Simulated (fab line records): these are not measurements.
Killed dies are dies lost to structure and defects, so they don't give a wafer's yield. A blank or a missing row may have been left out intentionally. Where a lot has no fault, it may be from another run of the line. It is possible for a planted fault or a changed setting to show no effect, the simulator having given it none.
fab line records ; flow sky130
[record] lots = 6; wafers = 18; last-day = 48
route steps=708 shown VT_ADJUST_NCORE@128 VT_ADJUST_HVTR@131 VT_ADJUST_PCH@143 PAD_OPEN@708
lots that met no fault: from a run of the same line without faults
start-h: hours from the record's opening day to when the first of the lot's shown wafers began ; wait-h: hours since the lot's step before ; " unchanged from the row above ; L1.1+2: several wafers, shown together as one row ; - value missing, or start not given ; * or withheld: withheld ; < > ~ a bound
route shown NAME@n: a module of which the file shows steps, and the number in the route of the first ; usual: the fault-free wafers' mean and standard deviation ; same: alike in all rows ; chamber/n: place in a boat ; sites: each site's reading ; _std_site: standard deviation across them ; _edge_site: the outer-site mean with the inner-site mean subtracted ; radius-mm: how far each site lies from the wafer's centre ; mask NAME#n: copy n ; behind: the most recent tool/chamber to have shaped the wafer ; hold: the reason the lot was held/the length of the hold in hours/how it ended ; device: the n, p or np transistor that did not switch ; end of line: the route-end tests of the same wafers ; step lacking rows: just its recipe ; killed: not the wafer's yield, but the dies lost to structure and defects at the first sort ; map: the dies of a wafer, with x for killed, . for not killed, _ for no die there
set.NAME: the setting as run; set.NAME@STEP: as run at that earlier step ; model.NAME: the simulator's own value behind a step, which no gauge read
lots at some steps of the route; a table a step, a row a wafer
services: the hour from which a tool's chamber was out of use, counted from the record's first day as start-h (under 0 if before that day), plus the number of hours and why
[[steps]]
[step SKY_VT_ADJUST_NCORE_IMPLANT_09]
[recipe] species = B; energy-kev = 10; dose-cm2 = 2.4e+12; tilt-deg = withheld
[step SKY_VT_ADJUST_NCORE_STRIP_10]
[recipe] chemistry = O2/N2; power-w = 1400; pressure-mtorr = 1500; platen-temp-c = withheld; o2-flow-sccm = 3000; n2-flow-sccm = 300; overash-fraction = 0.5
[usual] drypump-motor-current-A = 5.7/0.48; n2-flow-sccm = 299.9/0.86; oes-product-au = 0.716/0.0049; strip-time-to-endpoint-s = 14.19/0.042
lot.wafer;tool;chamber;start-h;wait-h;drypump-motor-current-A;n2-flow-sccm;oes-product-au;rf-hours-counter-h;strip-time-to-endpoint-s
L771.2;plasma-asher-03;0;219.75;0.1;4.8;299.0;0.717;56;14.16
L771.4;plasma-asher-03;0;219.75;0.1;4.8;298.7;0.716;-;14.16
L771.6;plasma-asher-03;1;219.75;0.1;5.8;299.4;0.712;-;14.14
L773.1;plasma-asher-03;0;230.58;0.1;4.8;300.0;0.715;57;14.24
L773.2;plasma-asher-03;1;230.58;0.1;5.9;301.4;0.718;57;14.23
L773.6;plasma-asher-03;0;230.58;0.1;4.8;299.2;0.715;-;14.24
L776.1;plasma-asher-03;1;262.00;0.1;5.8;300.1;0.715;60;14.18
L776.4;plasma-asher-03;0;262.00;0.1;4.8;301.0;0.717;-;14.15
L776.6;plasma-asher-03;0;262.00;0.1;4.8;299.1;0.714;-;14.14
L778.1;plasma-asher-01;1;269.34;0.1;6.3;300.8;0.716;45;14.22
L778.2;plasma-asher-01;0;269.34;0.1;5.1;299.4;0.717;45;14.16
L778.3;plasma-asher-01;1;269.34;0.1;6.3;300.4;0.716;-;14.19
L777.1;plasma-asher-03;0;270.30;0.1;4.8;300.6;0.717;61;14.22
L777.5;plasma-asher-03;1;270.30;0.1;5.8;300.5;0.723;-;14.24
L777.6;plasma-asher-03;0;270.30;0.1;4.8;300.4;0.711;-;14.23
L779.2;plasma-asher-01;0;274.25;0.1;5.1;299.3;0.716;45;14.15
L779.3;plasma-asher-01;0;274.25;0.1;5.2;299.2;0.714;-;14.20
L779.5;plasma-asher-01;1;274.25;0.1;6.3;300.6;0.719;-;14.15
[step SKY_VT_ADJUST_NCORE_TW_MEAS_11]
[usual] VT_ADJUST_NCORE_TW = 219.4/1.4
lot.wafer;tool;chamber;start-h;wait-h;VT_ADJUST_NCORE_TW
L771.2;film-metro-01;-;219.86;0.1;216.8
L771.4;film-metro-01;-;219.86;0.1;219.0
L771.6;film-metro-01;-;219.86;0.1;217.8
L773.1;film-metro-01;-;230.68;0.1;216.3
L773.2;film-metro-01;-;230.68;0.1;217.0
L773.6;film-metro-01;-;230.68;0.1;217.0
L776.1;film-metro-04;-;262.10;0.1;219.9
L776.4;film-metro-04;-;262.10;0.1;220.4
L776.6;film-metro-04;-;262.10;0.1;219.7
L778.1;film-metro-01;-;269.44;0.1;218.4
L778.2;film-metro-01;-;269.44;0.1;217.7
L778.3;film-metro-01;-;269.44;0.1;218.3
L777.1;film-metro-03;-;270.40;0.1;219.6
L777.5;film-metro-03;-;270.40;0.1;219.8
L777.6;film-metro-03;-;270.40;0.1;219.4
L779.2;film-metro-04;-;274.36;0.1;219.8
L779.3;film-metro-04;-;274.36;0.1;220.1
L779.5;film-metro-04;-;274.36;0.1;219.3
[step SKY_VT_ADJUST_HVTR_DEHYDRATE_00]
[recipe] temp-c = 200; time-s = 60
[step SKY_VT_ADJUST_HVTR_HMDS_01]
[recipe] prime-time-s = 60; prime-temp-c = 120
[step SKY_VT_ADJUST_HVTR_COAT_02]
[recipe] resist = NOVOLAK; spin-rpm = 3000; resist-thk-nm = 1140
[step SKY_VT_ADJUST_HVTR_SOFTBAKE_03]
[recipe] temp-c = 90; time-s = 60; resist = NOVOLAK
[step SKY_VT_ADJUST_HVTR_EXPOSE_04]
[recipe] mask-id = HVTRM; target-cd-nm = 380; na = 0.6; source-shape = conventional; sigma-outer = 0.6; dose-mj = 150
[step SKY_VT_ADJUST_HVTR_PEB_05]
[recipe] temp-c = withheld; time-s = *; resist = NOVOLAK
[step SKY_VT_ADJUST_HVTR_DEVELOP_06]
[recipe] develop-time-s = 60; dev-temp-c = 23
[step SKY_VT_ADJUST_HVTR_CD_MEAS_07]
[recipe] target-cd-nm = 380
[usual] cd-nm = 379.2/2.7
lot.wafer;tool;chamber;start-h;wait-h;cd-nm
L771.2;cd-sem-01;-;242.68;0.2;376.9
L771.4;cd-sem-01;-;242.68;0.2;376.7
L771.6;cd-sem-01;-;242.68;0.2;381.8
L773.1;cd-sem-02;-;254.43;0.1;376.1
L773.2;cd-sem-02;-;254.43;0.1;377.8
L773.6;cd-sem-02;-;254.43;0.1;377.0
L776.1;cd-sem-02;-;286.36;0.1;375.6
L776.4;cd-sem-02;-;286.36;0.1;377.6
L776.6;cd-sem-02;-;286.36;0.1;380.9
L778.1;cd-sem-01;-;294.03;0.1;380.1
L778.2;cd-sem-01;-;294.03;0.1;381.4
L778.3;cd-sem-01;-;294.03;0.1;380.9
L777.1;cd-sem-01;-;295.23;0.1;381.9
L777.5;cd-sem-01;-;295.23;0.1;380.3
L777.6;cd-sem-01;-;295.23;0.1;379.8
L779.2;cd-sem-02;-;299.73;0.1;380.1
L779.3;cd-sem-02;-;299.73;0.1;378.3
L779.5;cd-sem-02;-;299.73;0.1;380.3
[step SKY_VT_ADJUST_HVTR_OVL_MEAS_08]
[usual] VT_ADJUST_HVTR_OVL = -1.0/1.2
lot.wafer;tool;chamber;start-h;wait-h;VT_ADJUST_HVTR_OVL[nm]
L771.2;overlay-01;-;242.78;0.1;-2.0
L771.4;overlay-01;-;242.78;0.1;-0.3
L771.6;overlay-01;-;242.78;0.1;0.0
L773.1;overlay-02;-;254.55;0.1;-1.3
L773.2;overlay-02;-;254.55;0.1;-1.3
L773.6;overlay-02;-;254.55;0.1;-0.7
L776.1;overlay-01;-;286.48;0.1;-1.9
L776.4;overlay-01;-;286.48;0.1;-2.0
L776.6;overlay-01;-;286.48;0.1;-1.7
L778.1;overlay-01;-;294.15;0.1;-0.6
L778.2;overlay-01;-;294.15;0.1;-0.7
L778.3;overlay-01;-;294.15;0.1;-2.1
L777.1;overlay-02;-;295.35;0.1;-1.5
L777.5;overlay-02;-;295.35;0.1;-3.4
L777.6;overlay-02;-;295.35;0.1;-0.7
L779.2;overlay-02;-;299.84;0.1;-0.7
L779.3;overlay-02;-;299.84;0.1;0.7
L779.5;overlay-02;-;299.84;0.1;-1.5
[step SKY_VT_ADJUST_HVTR_IMPLANT_09]
[recipe] species = B; energy-kev = 10; dose-cm2 = 2.1e+12; tilt-deg = withheld
[usual] dose-ions-cm2 = 2.1e+12/2.6e+09; faraday-current-uA = 11.85/0.21
lot.wafer;tool;chamber;start-h;wait-h;dose-ions-cm2;faraday-current-uA
L771.2;implanter-02;0;242.84;0.0;2.0983e+12;11.89
L771.4;implanter-02;0;242.84;0.0;2.0997e+12;12.00
L771.6;implanter-02;0;242.84;0.0;2.0991e+12;11.99
L773.1;implanter-03;0;254.58;0.0;2.1027e+12;12.11
L773.2;implanter-03;0;254.58;0.0;2.1033e+12;12.05
L773.6;implanter-03;0;254.58;0.0;2.1046e+12;12.24
L776.1;implanter-03;0;286.52;0.0;9.056e+11;4.90
L776.4;implanter-03;0;286.52;0.0;8.957e+11;5.27
L776.6;implanter-03;0;286.52;0.0;9.005e+11;5.09
L778.1;implanter-02;0;294.19;0.0;2.1026e+12;11.79
L778.2;implanter-02;0;294.19;0.0;2.1042e+12;11.65
L778.3;implanter-02;0;294.19;0.0;2.1027e+12;12.14
L777.1;implanter-03;0;295.38;0.0;9.009e+11;5.08
L777.5;implanter-03;0;295.38;0.0;8.969e+11;5.07
L777.6;implanter-03;0;295.38;0.0;8.964e+11;5.12
L779.2;implanter-02;0;299.89;0.0;2.1026e+12;11.96
L779.3;implanter-02;0;299.89;0.0;2.0989e+12;11.93
L779.5;implanter-02;0;299.89;0.0;2.0997e+12;11.76
[step SKY_VT_ADJUST_HVTR_STRIP_10]
[recipe] chemistry = O2/N2; power-w = 1400; pressure-mtorr = 1500; platen-temp-c = withheld; o2-flow-sccm = 3000; n2-flow-sccm = 300; overash-fraction = 0.5
[usual] drypump-motor-current-A = 5.7/0.48; n2-flow-sccm = 300.2/0.84; oes-product-au = 0.715/0.0046; strip-time-to-endpoint-s = 14.19/0.043
lot.wafer;tool;chamber;start-h;wait-h;drypump-motor-current-A;n2-flow-sccm;oes-product-au;rf-hours-counter-h;strip-time-to-endpoint-s
L771.2;plasma-asher-03;0;242.96;0.1;4.8;300.0;0.711;58;14.16
L771.4;plasma-asher-03;0;242.96;0.1;4.8;299.6;0.714;-;14.15
L771.6;plasma-asher-03;0;242.96;0.1;4.8;299.5;0.720;-;14.18
L773.1;plasma-asher-02;0;254.73;0.1;6.0;301.0;0.711;56;14.14
L773.2;plasma-asher-02;1;254.73;0.1;5.8;300.6;0.714;56;14.11
L773.6;plasma-asher-02;1;254.73;0.1;5.8;299.8;0.719;-;14.13
L776.1;plasma-asher-02;1;286.67;0.1;5.8;299.9;0.711;59;14.25
L776.4;plasma-asher-02;1;286.67;0.1;5.8;299.9;0.714;-;14.19
L776.6;plasma-asher-02;0;286.67;0.1;6.0;298.4;0.713;-;14.16
L778.1;plasma-asher-04;1;294.34;0.1;6.2;299.6;0.721;17;14.18
L778.2;plasma-asher-04;0;294.34;0.1;4.9;299.9;0.716;17;14.18
L778.3;plasma-asher-04;0;294.34;0.1;4.9;300.0;0.708;-;14.23
L777.1;plasma-asher-04;1;295.53;0.1;6.2;300.0;0.716;18;14.20
L777.5;plasma-asher-04;1;295.53;0.1;6.1;299.6;0.718;-;14.26
L777.6;plasma-asher-04;0;295.53;0.1;4.8;300.3;0.717;-;14.25
L779.2;plasma-asher-02;1;300.02;0.1;5.8;299.3;0.720;60;14.16
L779.3;plasma-asher-02;0;300.02;0.1;6.0;299.2;0.720;-;14.17
L779.5;plasma-asher-02;1;300.02;0.1;5.8;298.3;0.714;-;14.21
[step SKY_VT_ADJUST_HVTR_TW_MEAS_11]
[usual] VT_ADJUST_HVTR_TW = 212.3/0.86
lot.wafer;tool;chamber;start-h;wait-h;VT_ADJUST_HVTR_TW
L771.2;film-metro-03;-;243.07;0.1;212.9
L771.4;film-metro-03;-;243.07;0.1;211.9
L771.6;film-metro-03;-;243.07;0.1;211.6
L773.1;film-metro-04;-;254.83;0.1;212.3
L773.2;film-metro-04;-;254.83;0.1;211.0
L773.6;film-metro-04;-;254.83;0.1;212.0
L776.1;film-metro-04;-;286.77;0.1;168.3
L776.4;film-metro-04;-;286.77;0.1;168.6
L776.6;film-metro-04;-;286.77;0.1;168.1
L778.1;film-metro-02;-;294.44;0.1;212.6
L778.2;film-metro-02;-;294.44;0.1;213.0
L778.3;film-metro-02;-;294.44;0.1;212.0
L777.1;film-metro-03;-;295.63;0.1;167.3
L777.5;film-metro-03;-;295.63;0.1;167.9
L777.6;film-metro-03;-;295.63;0.1;168.0
L779.2;film-metro-02;-;300.13;0.1;212.0
L779.3;film-metro-02;-;300.13;0.1;211.1
L779.5;film-metro-02;-;300.13;0.1;212.4
[step SKY_VT_ADJUST_PCH_DEHYDRATE_00]
[recipe] temp-c = 200; time-s = 60
[step SKY_PAD_OPEN_PROBE_99]
[usual] killed_at_M0_to_M3 = 44/7.5; killed_at_M4_up = 2.9/1.8; killed-at-contacts = 24/5.1; killed-at-front-end = 16/4.7; killed-at-other = 0.3/0.46; killed-dies = 87/9.9; killed-open = 47/8; killed-short = 39/6.3
[same] gross-dies = 492; killed-at-back-side = 0
lot.wafer;tool;chamber;start-h;wait-h;killed_at_M0_to_M3;killed_at_M4_up;killed-at-contacts;killed-at-front-end;killed-at-other;killed-dies;killed-open;killed-short;model.etest.pfet_01v8_mvt.drive-ua-um;model.etest.pfet_01v8_mvt.off-log10-a-um;model.etest.pfet_01v8_mvt.vt-sat-v;model.etest.pfet_01v8_mvt.vt-v;model.etest.pfet_01v8_mvt.vt-long-v
L773.1;prober-01;-;1119.86;0.1;40;7;28;11;0;86;37;49;148.3;-10.86;-0.5845;-0.6704;-0.8789
L773.2;prober-01;-;1119.91;0.1;44;3;38;11;1;97;54;43;145.4;-11.28;-0.5999;-0.6804;-0.8819
L773.6;prober-01;-;1120.11;0.2;49;2;20;14;0;85;45;39;146;-11.08;-0.5964;-0.6776;-0.8799
L771.2;prober-02;-;1122.55;0.1;38;1;17;21;0;77;36;41;147.4;-11.23;-0.5899;-0.6755;-0.8804
L771.4;prober-02;-;1122.65;0.2;58;5;13;17;0;93;48;45;147.7;-11.01;-0.5893;-0.6714;-0.8781
L771.6;prober-02;-;1122.75;0.2;39;3;22;11;1;76;32;43;144.5;-11.1;-0.5936;-0.676;-0.8776
L776.1;prober-02;-;1145.25;0.1;44;1;23;16;0;84;45;39;129.1;-12.41;-0.7102;-0.7694;-0.9658
L776.4;prober-02;-;1145.40;0.2;35;7;15;21;1;79;36;41;130.1;-12.47;-0.7095;-0.7745;-0.9683
L776.6;prober-02;-;1145.50;0.2;38;2;20;28;0;88;44;43;128.9;-12.44;-0.7131;-0.7732;-0.9667
L779.2;prober-02;-;1151.27;0.1;49;3;23;18;0;93;48;45;146.2;-10.67;-0.5777;-0.6626;-0.8651
L779.3;prober-02;-;1151.32;0.2;43;3;13;17;0;76;43;33;149.5;-10.56;-0.5664;-0.6519;-0.8591
L779.5;prober-02;-;1151.42;0.2;55;6;33;15;1;110;52;58;148.3;-10.6;-0.5637;-0.653;-0.8631
L778.1;prober-01;-;1153.32;0.1;53;3;19;22;0;97;51;46;154.6;-10.65;-0.5596;-0.6452;-0.8497
L778.2;prober-01;-;1153.37;0.1;41;3;28;18;0;90;51;39;151.7;-10.65;-0.5564;-0.6449;-0.8508
L778.3;prober-01;-;1153.42;0.2;31;3;19;14;0;67;35;28;151.5;-10.58;-0.5618;-0.647;-0.8528
L777.1;prober-02;-;1154.20;0.1;38;0;17;11;0;66;45;21;128.8;-12.53;-0.74;-0.7979;-0.994
L777.5;prober-02;-;1154.40;0.2;32;3;18;24;0;77;42;34;125.6;-12.8;-0.7356;-0.7959;-0.9966
L777.6;prober-02;-;1154.45;0.2;40;6;22;18;0;86;46;40;126.6;-12.8;-0.7429;-0.8023;-0.9996
// killed by level:class
L773.1 CONTACT:geometric-particle:open=10 METAL2:geometric-particle:short=10 METAL4:geometric-particle:short=7 VIA1:geometric-particle:open=6 LOCAL_INTERCONNECT:geometric-particle:short=6 CONTACT:geometric-particle:short=5 VIA2:geometric-particle:open=4 LI_CONTACT:geometric-particle:open=4
L773.2 LI_CONTACT:geometric-particle:open=12 CONTACT:geometric-particle:open=11 VIA1:geometric-particle:open=9 CONTACT:geometric-particle:short=7 METAL3:geometric-particle:short=6 VIA2:geometric-particle:open=6 VIA3:geometric-particle:open=5 METAL2:geometric-particle:short=5
L773.6 VIA1:geometric-particle:open=11 VIA2:geometric-particle:open=9 CONTACT:geometric-particle:open=8 FIELD_ISO:geometric-particle:short=7 VIA1:geometric-particle:short=7 METAL2:geometric-particle:short=7 LI_CONTACT:geometric-particle:open=5 METAL1:geometric-particle:short=4
L771.2 VIA1:geometric-particle:open=9 FIELD_ISO:geometric-particle:short=6 POLY_GATE:geometric-particle:short=6 VIA1:geometric-particle:short=6 VIA2:geometric-particle:open=6 CONTACT:geometric-particle:open=5 METAL2:geometric-particle:short=5 VIA3:geometric-particle:open=5
L771.4 VIA1:geometric-particle:open=15 METAL3:geometric-particle:short=8 VIA3:geometric-particle:open=7 VIA1:geometric-particle:short=7 METAL1:geometric-particle:short=6 VIA2:geometric-particle:open=6 POLY_GATE:geometric-particle:open=5 METAL4:geometric-particle:short=5
L771.6 VIA1:geometric-particle:open=9 CONTACT:geometric-particle:open=8 LOCAL_INTERCONNECT:geometric-particle:short=6 VIA1:geometric-particle:short=6 METAL3:geometric-particle:short=5 METAL2:geometric-particle:short=5 VIA3:geometric-particle:open=5 CONTACT:geometric-particle:short=5
L776.1 VIA1:geometric-particle:open=10 LI_CONTACT:geometric-particle:open=7 VIA3:geometric-particle:open=7 CONTACT:geometric-particle:open=7 METAL1:geometric-particle:short=6 VIA1:geometric-particle:short=5 FIELD_ISO:geometric-particle:open=4 POLY_GATE:geometric-particle:short=4
L776.4 VIA3:geometric-particle:open=7 METAL4:geometric-particle:short=6 FIELD_ISO:geometric-particle:open=5 CONTACT:geometric-particle:open=5 METAL1:geometric-particle:short=5 VIA2:geometric-particle:open=5 POLY_GATE:geometric-particle:short=4 VIA1:geometric-particle:short=4
L776.6 VIA1:geometric-particle:open=9 POLY_GATE:geometric-particle:short=7 FIELD_ISO:geometric-particle:open=6 POLY_GATE:geometric-particle:open=6 FIELD_ISO:geometric-particle:short=5 LI_CONTACT:geometric-particle:open=5 LOCAL_INTERCONNECT:geometric-particle:short=5 VIA1:geometric-particle:short=5
L779.2 VIA3:geometric-particle:open=13 LI_CONTACT:geometric-particle:open=7 VIA1:geometric-particle:open=7 POLY_GATE:geometric-particle:open=5 LOCAL_INTERCONNECT:geometric-particle:short=5 CONTACT:geometric-particle:short=5 CONTACT:geometric-particle:open=5 VIA3:geometric-particle:short=5
L779.3 VIA1:geometric-particle:open=9 VIA2:geometric-particle:open=7 VIA1:geometric-particle:short=6 VIA3:geometric-particle:open=6 FIELD_ISO:geometric-particle:open=5 POLY_GATE:geometric-particle:short=5 CONTACT:geometric-particle:open=5 METAL2:geometric-particle:short=5
L779.5 VIA1:geometric-particle:short=12 VIA3:geometric-particle:short=11 CONTACT:geometric-particle:open=10 VIA3:geometric-particle:open=9 LI_CONTACT:geometric-particle:open=8 VIA1:geometric-particle:open=7 FIELD_ISO:geometric-particle:open=6 CONTACT:geometric-particle:short=6
L778.1 VIA1:geometric-particle:open=12 FIELD_ISO:geometric-particle:short=10 CONTACT:geometric-particle:open=8 VIA3:geometric-particle:open=7 VIA3:geometric-particle:short=7 VIA2:geometric-particle:open=6 METAL2:geometric-particle:short=5 FIELD_ISO:geometric-particle:open=4
L778.2 VIA1:geometric-particle:open=12 CONTACT:geometric-particle:open=8 POLY_GATE:geometric-particle:short=7 METAL1:geometric-particle:short=7 LI_CONTACT:geometric-particle:open=6 VIA2:geometric-particle:open=6 POLY_GATE:geometric-particle:open=5 CONTACT:geometric-particle:short=5
L778.3 VIA2:geometric-particle:open=10 CONTACT:geometric-particle:short=6 VIA3:geometric-particle:open=6 CONTACT:geometric-particle:open=5 LI_CONTACT:geometric-particle:open=4 LOCAL_INTERCONNECT:geometric-particle:short=4 VIA1:geometric-particle:open=4 POLY_GATE:geometric-particle:short=3
L777.1 VIA1:geometric-particle:open=10 VIA2:geometric-particle:open=8 CONTACT:geometric-particle:open=7 VIA3:geometric-particle:open=7 FIELD_ISO:geometric-particle:short=4 LI_CONTACT:geometric-particle:open=4 VIA1:geometric-particle:short=4 LOCAL_INTERCONNECT:geometric-particle:short=3
L777.5 CONTACT:geometric-particle:open=7 VIA1:geometric-particle:open=7 FIELD_ISO:geometric-particle:open=6 VIA3:geometric-particle:short=6 VIA3:geometric-particle:open=6 FIELD_ISO:geometric-particle:short=5 LI_CONTACT:geometric-particle:open=5 POLY_GATE:geometric-particle:short=4
L777.6 VIA1:geometric-particle:open=9 CONTACT:geometric-particle:open=9 POLY_GATE:geometric-particle:short=6 VIA2:geometric-particle:open=6 VIA3:geometric-particle:open=6 LOCAL_INTERCONNECT:geometric-particle:short=5 METAL1:geometric-particle:short=5 FIELD_ISO:geometric-particle:open=4
[[services]]
tool;chamber;start-h;hours;kind
implanter-02;-;199.77;0.8;repair
plasma-asher-02;-;207.31;0.4;repair
plasma-asher-01;-;210.35;4.4;repair
implanter-02;-;212.47;16.4;pm
plasma-asher-04;-;233.67;2.2;repair
plasma-asher-02;-;235.32;1.4;repair
plasma-asher-02;-;245.57;2.8;pm
implanter-02;-;245.81;2.0;repair
[[key]]
[first-sign] step = SKY_VT_ADJUST_HVTR_IMPLANT_09; reading = dose-ions-cm2; direction = down; sigmas = 99+; usual = *; struck = *
[effect] step = SKY_VT_ADJUST_HVTR_IMPLANT_09; reading = faraday-current-uA; direction = down; sigmas = 32; usual = 11.85; struck = 5.09
[effect] step = SKY_VT_ADJUST_HVTR_TW_MEAS_11; reading = VT_ADJUST_HVTR_TW; direction = down; sigmas = 51; usual = 212.3; struck = 168.0
[model-effect] step = SKY_PAD_OPEN_PROBE_99; value = etest.pfet_01v8_mvt.drive-ua-um; without = 149.9; struck = 128.2
met-at SKY_VT_ADJUST_HVTR_IMPLANT_09
struck-wafers L776.1,L776.4,L776.6,L777.1,L777.5,L777.6
tester-left-out L776,L777
onset-between 254.58 286.52
[fault] kind = process-parameter-drift; tool = implanter-03; chamber = -; onset-h = 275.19; steps = SKY_VT_ADJUST_HVTR_IMPLANT_09; channel = dose-cm2; offset = *; shape = step; end-h = 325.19; acts-in = *; stated = *
// tester-left-out: of these lots the tester's yield and bins aren't shown, on N5 and GAA mostly nor the transistor test; their killed dies are dies lost to structure and defects alone, not to doping, threshold or leakage, so they don't give the yield
